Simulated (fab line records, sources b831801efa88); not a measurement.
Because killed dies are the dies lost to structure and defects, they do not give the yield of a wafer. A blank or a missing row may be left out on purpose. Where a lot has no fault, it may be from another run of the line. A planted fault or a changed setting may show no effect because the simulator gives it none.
What tool caused it?    flow gf180mcu    40 wafers from 14 lots sampled at 4 of the route's 602 steps

## WHAT EACH GAUGE READ, for each wafer
GF_HV_LDD_OVL_MEAS_47.
lot   measured      on          HV_LDD_03_OVL (nm)
L997  day 12 05:13  overlay-02  -0.4 1.1 2.9
L998  day 12 07:24  overlay-02  -1.1 -1.5 -0.1
L999  day 12 19:43  overlay-01  0.5 -1.3 0.5
L100  day 13 07:40  overlay-02  0.2 0.4 -0.6
L101  day 13 13:40  overlay-02  -1.1 1.9 -0.5
L102  day 13 19:47  overlay-01  0.5 2.8 2.8
L103  day 14 07:47  overlay-02  1.1 -2.6 -0.3
L105  day 14 20:28  overlay-02  0.2 0.6 -1.2
L106  day 15 02:22  overlay-01  -1.4 -0.7 0.0
L107  day 15 12:52  overlay-01  -1.0 2.0 -1.0
L111  day 16 19:49  overlay-02  -2.7 -1.5 -2.1
L114  day 18 06:59  overlay-01  -1.1 -0.9
L115  day 18 13:49  overlay-02  -0.1 0.2
L119  day 19 20:29  overlay-02  -2.1 0.8 -0.2

GF_M1_CD_MEAS_14: the cd target is 230 nm.
lot   measured      on         cd nm (nm)
L997  day 16 20:20  cd sem-02  231.7 231.0 230.6
L998  day 16 23:19  cd sem-02  231.0 230.9 229.3
L999  day 17 12:57  cd sem-02  230.1 228.1 229.6
L100  day 18 02:14  cd sem-01  229.0 227.9 229.1
L101  day 18 10:15  cd sem-02  230.0 230.8 230.2
L102  day 18 16:29  cd sem-01  225.8 227.9 227.9
L103  day 19 07:19  cd sem-01  228.6 228.6 229.4
L105  day 19 20:43  cd sem-02  228.9 229.4 229.2
L106  day 20 04:56  cd sem-02  231.9 231.1 230.9
L107  day 20 16:26  cd sem-02  228.3 227.2 228.1
L111  day 22 02:34  cd sem-02  230.0 229.6 229.7
L114  day 23 14:59  cd sem-02  230.1 128.1
L115  day 23 21:38  cd sem-01  127.5 230.4
L119  day 25 00:58  cd sem-02  228.9 228.5 229.4

GF_V1_THK_MEAS_01.
lot   measured      on             V1_CVD_00_THK (nm)
L997  day 16 21:11  film metro-04  601 605 594
L998  day 17 00:14  film metro-02  599 593 601
L999  day 17 13:51  film metro-04  588 597 596
L100  day 18 03:07  film metro-02  608 610 608
L101  day 18 11:07  film metro-01  603 592 593
L102  day 18 17:22  film metro-01  600 594 609
L103  day 19 08:19  film metro-02  591 596 594
L105  day 19 21:36  film metro-01  595 593 596
L106  day 20 05:49  film metro-02  599 602 608
L107  day 20 17:18  film metro-01  600 596 586
L111  day 22 03:26  film metro-02  599 613 605
L114  day 23 15:53  film metro-01  605
L115  day 23 22:32  film metro-02  599
L119  day 25 01:52  film metro-01  613 608 608

## TOOL THAT RAN EACH LOT (tool first, then ch and the chambers of the sampled wafers, then the start)
lot   GF_M1_EXPOSE_11
L997  krf scanner-01 ch 0, day 16 09:40
L998  krf scanner-01 ch 0, day 16 12:25
L999  krf scanner-01 ch 0, day 17 02:00
L100  krf scanner-01 ch 0, day 17 14:40
L101  krf scanner-02 ch 0, day 17 22:21
L102  krf scanner-01 ch 0, day 18 05:12
L103  krf scanner-02 ch 0, day 18 19:10
L105  krf scanner-01 ch 0, day 19 09:11
L106  krf scanner-01 ch 0, day 19 17:06
L107  krf scanner-02 ch 0, day 20 04:26
L111  krf scanner-02 ch 0, day 21 14:23
L114  krf scanner-02 ch 0, day 23 03:27
L115  krf scanner-02 ch 0, day 23 10:26
L119  krf scanner-01 ch 0, day 24 13:58
- GF_M1_EXPOSE_11: exposes mask Metal1, target cd 230 nm.

## WHAT THE TOOLS THEMSELVES READ (means of the sampled wafers that have a number; where no wafer has one, the mark that the record gives instead)
GF_M1_EXPOSE_11.
lot   tool            focus offset nm (nm)
L997  krf scanner-01  -1.0
L998  krf scanner-01  -0.4
L999  krf scanner-01  0.1
L100  krf scanner-01  0.1
L101  krf scanner-02  0.1
L102  krf scanner-01  0.6
L103  krf scanner-02  -0.1
L105  krf scanner-01  0.4
L106  krf scanner-01  -0.2
L107  krf scanner-02  0.1
L111  krf scanner-02  0.2
L114  krf scanner-02  0.6
L115  krf scanner-02  0.6
L119  krf scanner-01  -0.3

## THE ANSWER, worked out from the rows above alone
Rule: the lots themselves supply what counts as usual. The widest of any qualifying gaps counts: lots, ordered by their means at a reading, are off when they make up no more than a third of the lots, leave a main group of 4 or more, and stand apart from it by 3 or more times the standard deviation of that group's means. A main group is skipped when, at the precision printed for the reading in the tables above, its means are all equal. A lot without any number at a reading at which 4 lots or more have one is off too. Where the step has rows for the other lots, those lots are counted as sound. Order of review: gauges by route order, followed by the tools' own readings, for which a lot's mean as printed above is used. The first step at which some lot is off is used, and at that step the reading that is off furthest; a lot without a number counts as furthest.
Off at GF_M1_CD_MEAS_14 (cd nm): L114, L115. Main group: mean 229.4 nm, sd 1.2.
If a tool, at a process step before that reading, ran all the lots that are off and no sound lot after the first of them, it fits. Those tools and the gauges at GF_M1_CD_MEAS_14 are tried in the same way. One candidate fits, namely krf scanner-02 at GF_M1_EXPOSE_11. A fault onset in the window from L111 (day 21 14:23, its last sound lot) to L114 (day 23 03:27, its first lot off) fits.

## WHAT HAD BEEN PUT IN BY THE SIMULATOR
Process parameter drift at GF_M1_EXPOSE_11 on krf scanner-02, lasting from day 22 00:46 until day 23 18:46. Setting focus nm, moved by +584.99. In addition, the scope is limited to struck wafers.
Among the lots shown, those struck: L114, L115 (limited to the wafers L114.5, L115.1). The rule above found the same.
